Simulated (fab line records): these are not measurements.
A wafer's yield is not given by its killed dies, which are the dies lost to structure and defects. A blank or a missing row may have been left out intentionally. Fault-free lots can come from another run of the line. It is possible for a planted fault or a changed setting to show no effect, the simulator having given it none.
fab line records	flow gf180mcu
[record] lots = 24	wafers = 72	last_day = 34
route steps=602 shown V1@340 V5@545 PASSIVATION@590
lots that met no fault: from a run of the same line without faults
start_h: hours from the record's first day to the start of the lot's first wafer shown	wait_h: hours elapsed since this lot's preceding step	" unchanged from the row above	L1.1+2: one row covering several wafers at once	- no value present, or no start provided	* or withheld: withheld	< > ~ a bound
route shown NAME@n: names a module that has steps shown in the file, with the first one's number in the route	usual: mean and standard deviation over wafers with no fault	same: alike in all rows	chamber/n: place in a boat	sites: per-site readings	_std_site: the standard deviation of these	_edge_site: inner sites' mean taken away from outer sites' mean	radius_mm: for every site, how far away it sits from the centre of the wafer	mask NAME#n: copy n	behind: tool/chamber where the wafer was last shaped	hold: why the lot went on hold/how many hours it stayed there/how the hold came to an end	device: which transistor (n, p or np) failed to switch	end of line: tests run on the same wafers once the route is complete	a step without rows: its recipe alone	killed: the dies lost at the first sort to structure and to defects; this is not the yield of the wafer	map: shows each die of a wafer: x if killed, . if not, _ if none is there
set.NAME: setting as actually run; set.NAME@STEP: the setting as run at that earlier step	model.NAME: the simulator's own value behind a step, which no gauge read
a sample of lots followed through the steps of the route, with each step as a table and each wafer as a row
services: from which hour (start_h, from the record's first day; less than 0 if before it) a tool's chamber was out of use, for how many hours, and why
[[steps]]
[step GF_V1_BOW_MEAS_05]
[recipe] mode = bow
[usual] V1_BOW = 84/7.6
lot.wafer	tool	chamber	start_h	wait_h	V1_BOW[um]
L074.3	film_metro-01	-	389.14	0.2	86
L074.5	"	-	"	"	81
L074.6	"	-	"	"	77
L075.2	film_metro-02	-	401.08	0.2	82
L075.3	"	-	"	"	77
L075.4	"	-	"	"	82
L076.3	film_metro-04	-	413.67	0.2	101
L076.4	"	-	"	"	71
L076.5	"	-	"	"	87
L077.2	film_metro-01	-	423.01	0.3	78
L077.3	"	-	"	"	81
L077.6	"	-	"	"	76
L078.2	film_metro-02	-	430.69	0.3	85
L078.5	"	-	"	"	93
L078.6	"	-	"	"	92
L079.1	film_metro-01	-	444.98	0.1	99
L079.3	"	-	"	"	88
L079.4	"	-	"	"	92
L080.1	film_metro-02	-	466.56	0.2	78
L080.3	"	-	"	"	68
L080.4	"	-	"	"	79
L081.1	film_metro-04	-	468.22	0.2	90
L081.3	"	-	"	"	80
L081.6	"	-	"	"	96
L082.3	film_metro-01	-	468.56	0.2	73
L082.4	"	-	"	"	76
L082.5	"	-	"	"	79
L083.2	film_metro-01	-	485.31	0.1	86
L083.4	"	-	"	"	82
L083.6	"	-	"	"	86
L084.2	film_metro-04	-	494.89	0.2	89
L084.3	"	-	"	"	87
L084.6	"	-	"	"	95
L085.4	film_metro-02	-	497.27	0.3	91
L085.5	"	-	"	"	86
L085.6	"	-	"	"	99
L086.2	film_metro-01	-	502.15	0.2	93
L086.4	"	-	"	"	92
L086.5	"	-	"	"	91
L087.1	film_metro-04	-	509.62	0.2	85
L087.2	"	-	"	"	84
L087.3	"	-	"	"	75
L088.1	film_metro-04	-	520.98	0.1	91
L088.3	"	-	"	"	88
L088.5	"	-	"	"	76
L089.2	film_metro-02	-	530.24	0.2	89
L089.5	"	-	"	"	83
L089.6	"	-	"	"	84
L090.1	film_metro-01	-	536.38	0.2	84
L090.4	"	-	"	"	90
L090.6	"	-	"	"	94
L091.1	film_metro-01	-	543.31	0.2	87
L091.2	"	-	"	"	83
L091.4	"	-	"	"	79
L092.2	film_metro-04	-	551.74	0.2	91
L092.3	"	-	"	"	76
L092.5	"	-	"	"	91
L093.2	film_metro-04	-	555.95	0.1	82
L093.5	"	-	"	"	79
L093.6	"	-	"	"	71
L094.2	film_metro-04	-	566.79	0.3	83
L094.4	"	-	"	"	68
L094.5	"	-	"	"	82
L095.1	film_metro-04	-	574.56	0.1	95
L095.2	"	-	"	"	87
L095.3	"	-	"	"	89
L096.1	film_metro-04	-	581.90	0.3	83
L096.2	"	-	"	"	75
L096.3	"	-	"	"	86
L097.1	film_metro-02	-	586.16	0.1	91
L097.4	"	-	"	"	84
L097.6	"	-	"	"	78
[step GF_V5_BOW_MEAS_05]
[recipe] mode = bow
[usual] V5_BOW = 137/8.6
lot.wafer	tool	chamber	start_h	wait_h	V5_BOW[um]
L074.3	film_metro-02	-	611.34	0.3	139
L074.5	"	-	"	"	132
L074.6	"	-	"	"	128
L075.2	film_metro-04	-	620.64	0.2	139
L075.3	"	-	"	"	132
L075.4	"	-	"	"	139
L076.3	film_metro-02	-	632.04	0.1	155
L076.4	"	-	"	"	125
L076.5	"	-	"	"	143
L077.2	film_metro-02	-	641.46	0.1	138
L077.3	"	-	"	"	141
L077.6	"	-	"	"	134
L078.2	film_metro-02	-	645.97	0.3	136
L078.5	"	-	"	"	146
L078.6	"	-	"	"	144
L079.1	film_metro-01	-	658.16	0.1	146
L079.3	"	-	"	"	134
L079.4	"	-	"	"	137
L080.1	film_metro-02	-	675.42	0.1	128
L080.3	"	-	"	"	119
L080.4	"	-	"	"	129
L081.1	film_metro-04	-	677.48	0.2	146
L081.3	"	-	"	"	136
L081.6	"	-	"	"	153
L082.3	film_metro-04	-	678.12	0.2	124
L082.4	"	-	"	"	130
L082.5	"	-	"	"	134
L083.2	film_metro-02	-	691.38	0.2	133
L083.4	"	-	"	"	127
L083.6	"	-	"	"	132
L084.2	film_metro-01	-	696.82	0.1	143
L084.3	"	-	"	"	138
L084.6	"	-	"	"	147
L085.4	film_metro-04	-	700.86	0.2	139
L085.5	"	-	"	"	135
L085.6	"	-	"	"	148
L086.2	film_metro-01	-	704.44	0.2	149
L086.4	"	-	"	"	147
L086.5	"	-	"	"	147
L087.1	film_metro-02	-	708.65	0.2	149
L087.2	"	-	"	"	149
L087.3	"	-	"	"	142
L088.1	film_metro-02	-	718.78	0.2	144
L088.3	"	-	"	"	140
L088.5	"	-	"	"	130
L089.2	film_metro-02	-	726.77	0.3	142
L089.5	"	-	"	"	136
L089.6	"	-	"	"	138
L090.1	film_metro-02	-	732.52	0.1	138
L090.4	"	-	"	"	144
L090.6	"	-	"	"	144
L091.1	film_metro-02	-	736.42	0.2	142
L091.2	"	-	"	"	136
L091.4	"	-	"	"	130
L092.2	film_metro-04	-	743.99	0.3	137
L092.3	"	-	"	"	123
L092.5	"	-	"	"	138
L093.2	film_metro-01	-	748.11	0.1	131
L093.5	"	-	"	"	126
L093.6	"	-	"	"	122
L094.2	film_metro-04	-	753.74	0.1	139
L094.4	"	-	"	"	123
L094.5	"	-	"	"	137
L095.1	film_metro-02	-	761.60	0.2	153
L095.2	"	-	"	"	144
L095.3	"	-	"	"	147
L096.1	film_metro-01	-	766.84	0.2	144
L096.2	"	-	"	"	133
L096.3	"	-	"	"	145
L097.1	film_metro-01	-	769.61	0.2	148
L097.4	"	-	"	"	137
L097.6	"	-	"	"	131
[step GF_V5_STRIP_18]
[recipe] chemistry = O2/N2	power_w = 1400	pressure_mtorr = 1500	platen_temp_c = 250	o2_flow_sccm = 3000	n2_flow_sccm = 300	overash_fraction = 0.5
[usual] drypump_motor_current_A = 5.7/0.3	heater_power_w = 328/39	o2_flow_sccm = 2999/9.7	oes_product_au = 0.570/0.0055
lot.wafer	tool	chamber	start_h	wait_h	drypump_motor_current_A	heater_power_w	o2_flow_sccm	oes_product_au	rf_hours_counter_h
L074.3	plasma_asher-04	1	631.87	-	5.6	293	3021	0.572	-
L074.5	"	1	"	"	5.6	301	3017	0.572	-
L074.6	"	0	"	"	5.6	335	2994	0.569	-
L075.2	plasma_asher-01	0	641.44	-	6.2	386	2993	0.572	105
L075.3	"	0	"	"	6.2	379	3001	0.570	-
L075.4	"	1	"	"	5.3	275	3005	0.579	-
L076.3	plasma_asher-04	1	652.68	-	5.6	298	2991	0.571	-
L076.4	"	0	"	"	5.7	326	3013	0.577	-
L076.5	"	1	"	"	5.6	308	2996	0.572	-
L077.2	plasma_asher-04	0	661.49	-	5.7	326	2993	0.579	91
L077.3	"	1	"	"	5.7	304	2994	0.569	-
L077.6	"	1	"	"	5.6	303	3002	0.560	-
L078.2	plasma_asher-04	0	665.79	-	5.6	329	3007	0.571	91
L078.5	"	0	"	"	5.6	326	3007	0.573	-
L078.6	"	1	"	"	5.6	301	2993	0.573	-
L079.1	plasma_asher-03	1	677.19	-	5.8	368	2993	0.568	58
L079.3	"	0	"	"	5.9	325	2988	0.568	-
L079.4	"	1	"	"	5.8	374	2981	0.574	-
L080.1	plasma_asher-01	1	693.79	-	5.3	266	3008	0.569	111
L080.3	"	1	"	"	5.3	280	2989	0.565	-
L080.4	"	0	"	"	6.2	385	2991	0.565	-
L081.1	plasma_asher-03	1	696.94	-	5.8	371	3010	0.575	60
L081.3	"	0	"	"	5.9	322	3000	0.567	-
L081.6	"	0	"	"	5.9	329	3006	0.565	-
L082.3	plasma_asher-04	0	697.32	-	5.7	325	3000	0.572	-
L082.4	"	1	"	"	5.6	302	2990	0.561	-
L082.5	"	1	"	"	5.6	301	3001	0.565	-
L083.2	plasma_asher-03	0	710.64	-	5.9	319	2989	0.573	62
L083.4	"	0	"	"	5.9	318	3002	0.563	-
L083.6	"	1	"	"	5.8	382	2997	0.584	-
L084.2	plasma_asher-01	0	716.09	-	6.2	372	2977	0.573	113
L084.3	"	0	"	"	6.2	380	2985	0.572	-
L084.6	"	0	"	"	6.2	379	2990	0.570	-
L085.4	plasma_asher-04	0	718.79	-	5.7	332	3005	0.579	-
L085.5	"	0	"	"	5.6	324	3006	0.565	-
L085.6	"	1	"	"	5.6	301	3013	0.566	-
L086.2	plasma_asher-04	0	722.49	-	5.7	330	2987	0.567	97
L086.4	"	0	"	"	5.7	320	3002	0.571	-
L086.5	"	1	"	"	5.6	298	3014	0.572	-
L087.1	plasma_asher-01	1	726.47	-	5.3	270	3004	0.572	114
L087.2	"	0	"	"	6.2	386	2994	0.578	114
L087.3	"	1	"	"	5.3	275	2983	0.559	-
L088.1	plasma_asher-04	0	736.75	-	5.6	331	2998	0.565	98
L088.3	"	0	"	"	5.6	334	3003	0.571	-
L088.5	"	0	"	"	5.6	333	3011	0.572	-
L089.2	plasma_asher-01	1	745.05	-	5.3	277	3010	0.560	0
L089.5	"	1	"	"	5.3	285	3012	0.571	-
L089.6	"	0	"	"	6.2	375	2998	0.578	-
L090.1	plasma_asher-01	1	750.54	-	5.3	285	2981	0.573	1
L090.4	"	0	"	"	6.2	381	3010	0.561	-
L090.6	"	1	"	"	5.3	279	2988	0.574	-
L091.1	plasma_asher-01	0	753.54	-	6.2	380	3015	0.569	1
L091.2	"	1	"	"	5.3	278	3017	0.560	1
L091.4	"	1	"	"	5.3	284	2991	0.572	-
L092.2	plasma_asher-04	1	761.70	-	5.7	292	2989	0.574	101
L092.3	"	1	"	"	5.6	305	2994	0.569	-
L092.5	"	0	"	"	5.6	338	3004	0.565	-
L093.2	plasma_asher-01	1	765.60	-	5.3	283	2968	0.577	3
L093.5	"	1	"	"	5.3	288	2989	0.577	-
L093.6	"	0	"	"	6.2	377	3004	0.575	-
L094.2	plasma_asher-01	0	769.88	-	6.2	375	3010	0.574	3
L094.4	"	0	"	"	6.2	379	3015	0.565	-
L094.5	"	0	"	"	6.1	385	3022	0.568	-
L095.1	plasma_asher-03	0	777.89	-	5.9	320	3000	0.565	69
L095.2	"	1	"	"	5.8	378	2998	0.563	69
L095.3	"	1	"	"	5.8	378	2995	0.565	-
L096.1	plasma_asher-03	1	783.14	-	5.8	383	3018	0.577	69
L096.2	"	0	"	"	5.9	315	2987	0.575	69
L096.3	"	1	"	"	5.8	376	3013	0.580	-
L097.1	plasma_asher-01	0	785.59	-	6.2	373	3003	0.570	5
L097.4	"	0	"	"	6.2	383	2987	0.580	-
L097.6	"	0	"	"	6.2	383	2994	0.562	-
[step GF_V5_RS_MEAS_24]
[recipe] thk_meas_gauge = four-point-probe	reads = W_of_V5_CVD_23+TiN_of_V5_SPUTTER_22+Ti_of_V5_SPUTTER_21
[usual] V5_W_RS = 0.327/0.0047
lot.wafer	tool	chamber	start_h	wait_h	V5_W_RS[ohm/sq]
L074.3	film_metro-01	-	632.63	0.1	0.329
L074.5	"	-	"	"	0.327
L074.6	"	-	"	"	0.328
L075.2	film_metro-02	-	642.20	0.1	0.328
L075.3	"	-	"	"	0.329
L075.4	"	-	"	"	0.326
L076.3	film_metro-02	-	653.43	0.1	0.330
L076.4	"	-	"	"	0.329
L076.5	"	-	"	"	0.331
L077.2	film_metro-02	-	662.64	0.1	0.331
L077.3	"	-	"	"	0.328
L077.6	"	-	"	"	0.333
L078.2	film_metro-02	-	666.96	0.1	0.316
L078.5	"	-	"	"	0.321
L078.6	"	-	"	"	0.330
L079.1	film_metro-01	-	677.93	0.1	0.328
L079.3	"	-	"	"	0.329
L079.4	"	-	"	"	0.318
L080.1	film_metro-04	-	694.56	0.1	0.331
L080.3	"	-	"	"	0.324
L080.4	"	-	"	"	0.331
L081.1	film_metro-04	-	697.71	0.1	0.330
L081.3	"	-	"	"	0.324
L081.6	"	-	"	"	0.321
L082.3	film_metro-01	-	698.08	0.1	0.325
L082.4	"	-	"	"	0.333
L082.5	"	-	"	"	0.337
L083.2	film_metro-01	-	711.40	0.1	0.326
L083.4	"	-	"	"	0.322
L083.6	"	-	"	"	0.329
L084.2	film_metro-01	-	716.88	0.1	0.327
L084.3	"	-	"	"	0.327
L084.6	"	-	"	"	0.330
L085.4	film_metro-02	-	719.56	0.1	0.336
L085.5	"	-	"	"	0.328
L085.6	"	-	"	"	0.335
L086.2	film_metro-02	-	723.25	0.1	0.332
L086.4	"	-	"	"	0.323
L086.5	"	-	"	"	0.331
L087.1	film_metro-02	-	727.23	0.1	0.333
L087.2	"	-	"	"	0.325
L087.3	"	-	"	"	0.333
L088.1	film_metro-04	-	737.50	0.1	0.321
L088.3	"	-	"	"	0.325
L088.5	"	-	"	"	0.323
L089.2	film_metro-02	-	745.82	0.1	0.327
L089.5	"	-	"	"	0.329
L089.6	"	-	"	"	0.329
L090.1	film_metro-02	-	751.29	0.1	0.327
L090.4	"	-	"	"	0.322
L090.6	"	-	"	"	0.322
L091.1	film_metro-04	-	754.30	0.1	0.329
L091.2	"	-	"	"	0.317
L091.4	"	-	"	"	0.327
L092.2	film_metro-04	-	762.47	0.1	0.325
L092.3	"	-	"	"	0.323
L092.5	"	-	"	"	0.330
L093.2	film_metro-01	-	766.37	0.1	0.327
L093.5	"	-	"	"	0.315
L093.6	"	-	"	"	0.330
L094.2	film_metro-04	-	770.68	0.1	0.327
L094.4	"	-	"	"	0.331
L094.5	"	-	"	"	0.316
L095.1	film_metro-01	-	778.68	0.1	0.331
L095.2	"	-	"	"	0.323
L095.3	"	-	"	"	0.320
L096.1	film_metro-02	-	783.93	0.1	0.329
L096.2	"	-	"	"	0.325
L096.3	"	-	"	"	0.329
L097.1	film_metro-02	-	786.38	0.1	0.328
L097.4	"	-	"	"	0.323
L097.6	"	-	"	"	0.329
[step GF_PASSIVATION_THK_MEAS_03]
[recipe] reads = Si3N4_of_PASSIVATION_CVD_02
[usual] PASSIVATION_CVD_02_THK = 700/11
lot.wafer	tool	chamber	start_h	wait_h	PASSIVATION_CVD_02_THK[nm]
L074.3	film_metro-04	-	654.58	0.2	690
L074.5	"	-	"	"	711
L074.6	"	-	"	"	716
L075.2	film_metro-04	-	663.67	0.2	690
L075.3	"	-	"	"	694
L075.4	"	-	"	"	702
L076.3	film_metro-01	-	674.47	0.2	692
L076.4	"	-	"	"	695
L076.5	"	-	"	"	703
L077.2	film_metro-04	-	683.90	0.2	711
L077.3	"	-	"	"	698
L077.6	"	-	"	"	706
L078.2	film_metro-03	-	688.41	0.2	701
L078.5	"	-	"	"	718
L078.6	"	-	"	"	705
L079.1	film_metro-03	-	699.05	0.1	696
L079.3	"	-	"	"	673
L079.4	"	-	"	"	688
L080.1	film_metro-03	-	714.55	0.1	694
L080.3	"	-	"	"	712
L080.4	"	-	"	"	704
L081.1	film_metro-01	-	717.99	0.1	688
L081.3	"	-	"	"	678
L081.6	"	-	"	"	698
L082.3	film_metro-03	-	718.50	0.2	691
L082.4	"	-	"	"	701
L082.5	"	-	"	"	690
L083.2	film_metro-04	-	731.45	0.2	683
L083.4	"	-	"	"	709
L083.6	"	-	"	"	712
L084.2	film_metro-03	-	736.81	0.2	684
L084.3	"	-	"	"	694
L084.6	"	-	"	"	709
L085.4	film_metro-01	-	739.85	0.0	716
L085.5	"	-	"	"	714
L085.6	"	-	"	"	715
L086.2	film_metro-03	-	743.56	0.2	691
L086.4	"	-	"	"	696
L086.5	"	-	"	"	693
L087.1	film_metro-01	-	746.89	0.1	692
L087.2	"	-	"	"	707
L087.3	"	-	"	"	702
L088.1	film_metro-01	-	756.39	0.1	690
L088.3	"	-	"	"	708
L088.5	"	-	"	"	705
L089.2	film_metro-01	-	765.92	0.3	677
L089.5	"	-	"	"	704
L089.6	"	-	"	"	694
L090.1	film_metro-03	-	769.73	0.1	700
L090.4	"	-	"	"	726
L090.6	"	-	"	"	709
L091.1	film_metro-03	-	773.54	0.1	692
L091.2	"	-	"	"	698
L091.4	"	-	"	"	698
L092.2	film_metro-01	-	780.99	0.2	698
L092.3	"	-	"	"	702
L092.5	"	-	"	"	708
L093.2	film_metro-03	-	784.19	0.2	707
L093.5	"	-	"	"	716
L093.6	"	-	"	"	697
L094.2	film_metro-01	-	788.30	0.2	695
L094.4	"	-	"	"	706
L094.5	"	-	"	"	702
L095.1	film_metro-04	-	795.97	0.1	684
L095.2	"	-	"	"	693
L095.3	"	-	"	"	690
L096.1	film_metro-04	-	801.00	0.1	688
L096.2	"	-	"	"	691
L096.3	"	-	"	"	690
L097.1	film_metro-01	-	803.91	0.1	689
L097.4	"	-	"	"	716
L097.6	"	-	"	"	726
[step GF_PASSIVATION_ETCH_11]
[recipe] chemistry = CF4/O2	target_depth_nm = 2040	stop_on = TiN	source_w = 800	bias_w = 150	pressure_mtorr = 150	cf4_flow_sccm = 80	O2_flow_sccm = 10	time_s = 453.3
[usual] drypump_motor_current_A = 5.7/0.53	oes_product_au = 0.990/0.0071	throttle_valve_pct = 5.968/0.0094
lot.wafer	tool	chamber	start_h	wait_h	drypump_motor_current_A	oes_product_au	rf_hours_counter_h	throttle_valve_pct
L074.3	rie_diel-04	2	673.21	-	6.5	0.996	16	5.984
L074.5	"	2	"	"	6.5	0.995	-	5.967
L074.6	"	3	"	"	5.3	0.989	-	5.976
L075.2	rie_diel-03	3	681.96	-	6.4	0.979	23	5.957
L075.3	"	1	"	"	5.7	0.993	26	5.966
L075.4	"	0	"	"	5.4	0.985	11	5.959
L076.3	rie_diel-02	0	692.59	-	5.7	0.975	9	5.965
L076.4	"	3	"	"	5.7	0.992	10	5.979
L076.5	"	0	"	"	5.7	0.987	-	5.965
L077.2	rie_diel-02	0	702.51	-	5.7	0.987	10	5.955
L077.3	"	1	"	"	5.7	0.989	38	5.970
L077.6	"	2	"	"	4.8	0.992	-	5.967
L078.2	rie_diel-04	2	706.53	-	6.5	0.986	18	5.971
L078.5	"	2	"	"	6.5	0.990	-	5.976
L078.6	"	1	"	"	5.0	0.986	-	5.973
L079.1	rie_diel-03	1	716.93	-	5.6	0.989	27	5.976
L079.3	"	0	"	"	5.4	1.002	13	5.951
L079.4	"	2	"	"	5.8	0.990	5	5.969
L080.1	rie_diel-03	1	732.74	-	5.6	0.992	28	5.964
L080.3	"	2	"	"	5.8	0.984	5	5.968
L080.4	"	0	"	"	5.4	0.983	14	5.958
L081.1	rie_diel-03	0	735.39	-	5.4	0.989	14	5.968
L081.3	"	3	"	"	6.4	0.986	26	5.973
L081.6	"	1	"	"	5.6	0.989	-	5.962
L082.3	rie_diel-02	2	736.09	-	4.9	0.989	19	5.971
L082.4	"	0	"	"	5.7	0.968	11	5.977
L082.5	"	0	"	"	5.7	0.976	-	5.984
L083.2	rie_diel-04	0	748.63	-	6.7	1.001	21	5.965
L083.4	"	0	"	"	6.7	1.003	-	5.972
L083.6	"	3	"	"	5.3	0.990	-	5.992
L084.2	rie_diel-04	1	753.33	-	5.0	0.997	22	5.959
L084.3	"	0	"	"	6.7	1.001	22	5.968
L084.6	"	1	"	"	5.0	0.991	-	5.963
L085.4	rie_diel-03	2	757.31	-	5.8	0.985	7	5.971
L085.5	"	1	"	"	5.7	0.992	-	5.962
L085.6	"	0	"	"	5.4	0.994	-	5.953
L086.2	rie_diel-04	3	760.23	-	5.3	1.001	24	5.967
L086.4	"	1	"	"	5.1	0.988	-	5.970
L086.5	"	3	"	"	5.3	0.986	-	5.976
L087.1	rie_diel-03	0	763.43	-	5.4	0.996	16	5.972
L087.2	"	3	"	"	6.4	0.985	27	5.960
L087.3	"	2	"	"	5.8	0.995	7	5.955
L088.1	rie_diel-02	3	772.71	-	5.7	1.002	14	5.973
L088.3	"	0	"	"	5.7	0.977	13	5.964
L088.5	"	1	"	"	5.7	0.990	-	5.960
L089.2	rie_diel-03	2	781.26	-	5.8	0.989	8	5.977
L089.5	"	1	"	"	5.6	0.990	-	5.956
L089.6	"	0	"	"	5.4	0.994	-	5.982
L090.1	rie_diel-04	2	785.69	-	6.5	0.989	19	5.978
L090.4	"	1	"	"	5.0	0.981	24	5.959
L090.6	"	2	"	"	6.5	0.987	-	5.979
L091.1	rie_diel-03	0	789.23	-	5.4	0.990	17	5.955
L091.2	"	1	"	"	5.6	1.000	31	5.970
L091.4	"	2	"	"	5.8	0.990	8	5.967
L092.2	rie_diel-02	2	796.76	-	4.8	0.989	21	5.973
L092.3	"	1	"	"	5.7	0.990	42	5.975
L092.5	"	1	"	"	5.7	0.984	-	5.960
L093.2	rie_diel-04	3	799.33	-	5.3	1.004	26	5.971
L093.5	"	2	"	"	6.5	0.986	-	5.948
L093.6	"	3	"	"	5.3	0.991	-	5.973
L094.2	rie_diel-03	3	804.94	-	6.4	0.981	29	5.960
L094.4	"	1	"	"	5.6	0.991	32	5.967
L094.5	"	3	"	"	6.4	0.972	-	5.953
L095.1	rie_diel-02	2	810.18	-	4.8	0.991	22	5.970
L095.2	"	0	"	"	5.8	0.982	15	5.967
L095.3	"	3	"	"	5.7	0.990	15	5.967
L096.1	rie_diel-02	0	815.95	-	5.7	0.985	15	5.967
L096.2	"	2	"	"	4.8	0.992	22	5.978
L096.3	"	3	"	"	5.7	0.997	16	5.976
L097.1	rie_diel-02	3	818.70	-	5.7	0.983	16	5.968
L097.4	"	0	"	"	5.7	0.977	-	5.975
L097.6	"	3	"	"	5.7	0.995	-	5.962
[[services]]
tool	chamber	start_h	hours	kind
rie_diel-04	0	612.49	2.7	repair
rie_diel-02	3	616.77	1.2	repair
rie_diel-02	2	617.64	9.3	repair
rie_diel-02	3	632.86	6.4	repair
rie_diel-03	2	635.24	3.0	repair
rie_diel-03	1	638.77	4.5	repair
rie_diel-04	1	665.92	9.0	repair
rie_diel-02	-	671.18	14.6	pm
plasma_asher-01	-	733.75	9.0	pm
plasma_asher-01	0	733.75	9.0	vent_cycle
plasma_asher-01	1	733.75	9.0	vent_cycle
rie_diel-04	2	738.05	36.4	repair
plasma_asher-01	0	742.75	-	clean
plasma_asher-01	1	742.75	-	clean
rie_diel-04	-	782.06	0.1	repair
rie_diel-04	-	790.68	0.1	repair
rie_diel-02	-	798.89	0.6	repair
rie_diel-02	1	807.20	-	clean
[[key]]
fault none
